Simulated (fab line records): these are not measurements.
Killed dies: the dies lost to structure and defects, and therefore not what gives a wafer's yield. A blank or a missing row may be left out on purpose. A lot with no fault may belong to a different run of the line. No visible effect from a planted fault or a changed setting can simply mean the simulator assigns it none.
What tool caused it? -- flow sky130 -- 42 wafers from 14 lots sampled at 5 of the route's 708 steps

WHAT THE GAUGES READ, wafer by wafer
SKY_SPACER_THK_MEAS_01. Usual: for SPACER_CVD_00_THK the level is 43.0 nm and the standard deviation is 0.41.
lot,measured,on,SPACER_CVD_00_THK (nm),flag
L408,day 23 23:00,film metro-03,44.0 43.7 43.7,
L406,day 24 02:26,film metro-03,42.9 43.3 43.1,
L409,day 24 03:40,film metro-03,43.2 43.2 43.1,
L410,day 24 13:02,film metro-03,43.1 42.8 43.2,
L411,day 24 23:10,film metro-04,52.4 53.0 52.6,OFF
L413,day 25 15:41,film metro-04,51.8 51.9 52.1,OFF
L421,day 28 11:20,film metro-01,42.4 42.3 42.4,
L422,day 28 15:09,film metro-01,42.5 42.7 42.5,
L425,day 30 14:31,film metro-03,43.7 43.4 43.1,
L423,day 30 15:43,film metro-04,43.3 43.7 43.8,
L426,day 30 15:44,film metro-03,42.9 43.1 42.8,
L427,day 30 16:56,film metro-04,42.8 42.6 42.8,
L428,day 30 18:08,film metro-03,43.6 43.5 43.1,
L429,day 31 03:37,film metro-03,43.1 43.1 43.1,

SKY_METAL1_RS_MEAS_05: uses a four-point probe to measure. Usual: for METAL1_ALCU_RS the level is 0.1269 ohm/sq and the standard deviation is 0.0015.
lot,measured,on,METAL1_ALCU_RS (ohm/sq),flag
L408,day 32 14:43,film metro-01,0.1238 0.1252 0.1242,
L406,day 32 15:52,film metro-04,0.1264 0.1252 0.1272,
L409,day 32 16:56,film metro-01,0.1272 0.1285 0.1269,
L410,day 33 00:31,film metro-03,0.1253 0.1254 0.1266,
L411,day 33 10:46,film metro-01,0.1253 0.1273 0.1257,
L413,day 34 03:10,film metro-01,0.1282 0.1288 0.1279,
L421,day 36 14:31,film metro-01,0.1289 0.1285 0.1304,
L422,day 36 15:51,film metro-03,0.1262 0.1259 0.1273,
L425,day 38 11:44,film metro-04,0.1270 0.1286 0.1263,
L423,day 38 14:31,film metro-03,0.1284 0.1268 0.1293,
L426,day 38 13:22,film metro-03,0.1274 0.1287 0.1297,
L427,day 38 16:14,film metro-01,0.1288 0.1280 0.1290,
L428,day 38 17:17,film metro-03,0.1233 0.1272 0.1266,
L429,day 39 00:04,film metro-04,0.1241 0.1252 0.1258,

SKY_METAL1_CD_MEAS_15 targets a cd of 140 nm. Usual: 139.2 nm for cd nm, sd 1.5.
lot,measured,on,cd nm (nm),flag
L408,day 33 17:05,cd sem-02,140.1 137.3 138.0,
L406,day 33 18:07,cd sem-01,138.6 139.6 138.6,
L409,day 33 18:54,cd sem-01,140.0 140.4 140.5,
L410,day 34 03:49,cd sem-02,139.2 137.5 140.4,
L411,day 34 13:37,cd sem-01,139.0 140.2 139.6,
L413,day 35 05:31,cd sem-01,136.5 137.0 137.7,
L421,day 37 15:49,cd sem-01,140.7 142.4 141.7,
L422,day 37 17:33,cd sem-01,140.6 140.0 141.3,
L425,day 39 11:58,cd sem-02,140.9 140.8 141.5,
L423,day 39 15:51,cd sem-02,140.3 140.1 139.3,
L426,day 39 14:55,cd sem-02,140.1 139.2 140.6,
L427,day 39 17:11,cd sem-01,140.2 140.4 140.1,
L428,day 39 18:46,cd sem-01,139.5 139.2 139.4,
L429,day 40 01:03,cd sem-01,135.8 136.6 136.1,

EACH LOT AND THE TOOL THAT RAN IT (in order: tool; ch and the chambers of the sampled wafers; start)
lot,SKY_SPACER_CVD_00,SKY_SPACER_ETCHBACK_02
L408,"lpcvd-02 ch 0, day 23 21:46","rie diel-02 ch 0,1,3, day 23 23:02"
L406,"lpcvd-02 ch 1, day 24 01:14","rie diel-01 ch 0,1,3, day 24 02:29"
L409,"lpcvd-02 ch 1, day 24 02:26","rie diel-02 ch 1,2,3, day 24 03:42"
L410,"lpcvd-02 ch 1, day 24 11:49","rie diel-03 ch 0,1,2, day 24 13:05"
L411,"lpcvd-02 ch 1, day 24 21:57","rie diel-03 ch 0,1,2, day 24 23:13"
L413,"lpcvd-02 ch 1, day 25 14:28","rie diel-01 ch 0,1,3, day 25 15:44"
L421,"lpcvd-02 ch 0, day 28 10:07","rie diel-03 ch 0,1,3, day 28 11:23"
L422,"lpcvd-02 ch 0, day 28 13:57","rie diel-01 ch 1,2,3, day 28 15:13"
L425,"lpcvd-02 ch 0, day 30 13:19","rie diel-01 ch 0,3, day 30 14:34"
L423,"lpcvd-02 ch 1, day 30 14:31","rie diel-02 ch 0,2,3, day 30 15:47"
L426,"lpcvd-02 ch 1, day 30 14:31","rie diel-01 ch 2,3, day 30 15:47"
L427,"lpcvd-02 ch 0, day 30 15:43","rie diel-03 ch 0,1,3, day 30 16:59"
L428,"lpcvd-02 ch 0, day 30 16:55","rie diel-02 ch 0,2,3, day 30 18:11"
L429,"lpcvd-02 ch 1, day 31 02:25","rie diel-01 ch 0,1,2, day 31 03:41"
- SKY_SPACER_CVD_00: deposits Si3N4 from DCS/NH3, target thk 43.1 nm, time 740 s.
- SKY_SPACER_ETCHBACK_02: etches Si3N4 in CH3F/O2, stops on SiO2, time 46.7 s, target depth 45 nm.

WHAT THE TOOLS THEMSELVES READ (means of the sampled wafers that have a number; where no wafer has one, the mark that the record gives instead)
SKY_SPACER_CVD_00. Usual: spike tc bottom C 789.2 C, standard deviation 1; spike tc centre C 770.3 C, standard deviation 1; spike tc lower C 771.7 C, standard deviation 1.3; spike tc top C 783.6 C, standard deviation 1.2; spike tc upper C 769.2 C, standard deviation 1.1; susceptor temp C 770.0 C, standard deviation 0.37.
lot,tool,spike tc bottom C (C),spike tc centre C (C),spike tc lower C (C),spike tc top C (C),spike tc upper C (C),susceptor temp C (C),flag
L408,lpcvd-02,790.4,770.3,772.8,785.0,769.7,770.1,
L406,lpcvd-02,788.7,770.3,769.8,783.5,769.8,770.1,
L409,lpcvd-02,789.1,769.9,769.8,783.1,769.0,769.8,
L410,lpcvd-02,788.3,770.2,770.0,781.8,769.6,770.3,
L411,lpcvd-02,799.1,781.3,780.4,793.5,780.3,780.5,OFF
L413,lpcvd-02,798.8,780.7,780.8,793.3,780.1,780.1,OFF
L421,lpcvd-02,789.7,769.8,773.4,784.1,768.6,770.3,
L422,lpcvd-02,790.2,769.3,772.6,784.2,768.3,770.1,
L425,lpcvd-02,789.6,769.9,772.6,784.6,768.9,770.1,
L423,lpcvd-02,789.3,769.9,770.6,782.9,769.5,769.6,
L426,lpcvd-02,788.7,771.5,771.9,784.0,769.7,769.4,
L427,lpcvd-02,788.7,769.9,772.4,784.3,768.3,769.6,
L428,lpcvd-02,790.0,770.3,773.1,784.1,767.5,769.7,
L429,lpcvd-02,789.3,770.5,771.3,782.0,770.1,770.2,

SKY_SPACER_ETCHBACK_02. Usual: drypump motor current A 5.9 A, standard deviation 0.5; oes product au 0.854 a.u., standard deviation 0.0065; throttle valve pct 10.562 %, standard deviation 0.0087.
lot,tool,drypump motor current A (A),oes product au (a.u.),throttle valve pct (%),flag
L408,rie diel-02,6.0,0.863,10.561,
L406,rie diel-01,5.7,0.855,10.559,
L409,rie diel-02,6.3,0.850,10.559,
L410,rie diel-03,6.2,0.858,10.570,
L411,rie diel-03,6.2,0.959,10.578,OFF
L413,rie diel-01,5.7,0.950,10.571,OFF
L421,rie diel-03,6.3,0.846,10.563,
L422,rie diel-01,5.3,0.850,10.558,
L425,rie diel-01,5.9,0.859,10.567,
L423,rie diel-02,5.9,0.857,10.567,
L426,rie diel-01,5.3,0.856,10.559,
L427,rie diel-03,6.2,0.857,10.559,
L428,rie diel-02,5.9,0.856,10.564,
L429,rie diel-01,5.6,0.855,10.560,

THE ANSWER, worked out from the rows above alone
Rule: lot off if the mean of its wafers having a number is beyond 3 standard deviations from the usual mean. Also off: a lot with no number at a reading for which 4 or more lots have one. All remaining lots with rows at the step are treated as sound. Order of review: gauges by route order, followed by the tools' own readings, for which a lot's mean as printed above is used. The first step at which some lot is off is used, and at that step the reading that is off furthest; a lot without a number counts as furthest.
Off: at SKY_SPACER_THK_MEAS_01 (SPACER_CVD_00_THK), L411, L413.
A tool fits if, at a process step before that reading, it ran every lot that is off, and no sound lot after the first of them. The gauges at SKY_SPACER_THK_MEAS_01 aren't tried: what is off there is off at SKY_SPACER_CVD_00 too, on other tools, and a gauge's error can't cause that. Of those tried, none fits.

WHAT THE SIMULATOR HAD PUT IN
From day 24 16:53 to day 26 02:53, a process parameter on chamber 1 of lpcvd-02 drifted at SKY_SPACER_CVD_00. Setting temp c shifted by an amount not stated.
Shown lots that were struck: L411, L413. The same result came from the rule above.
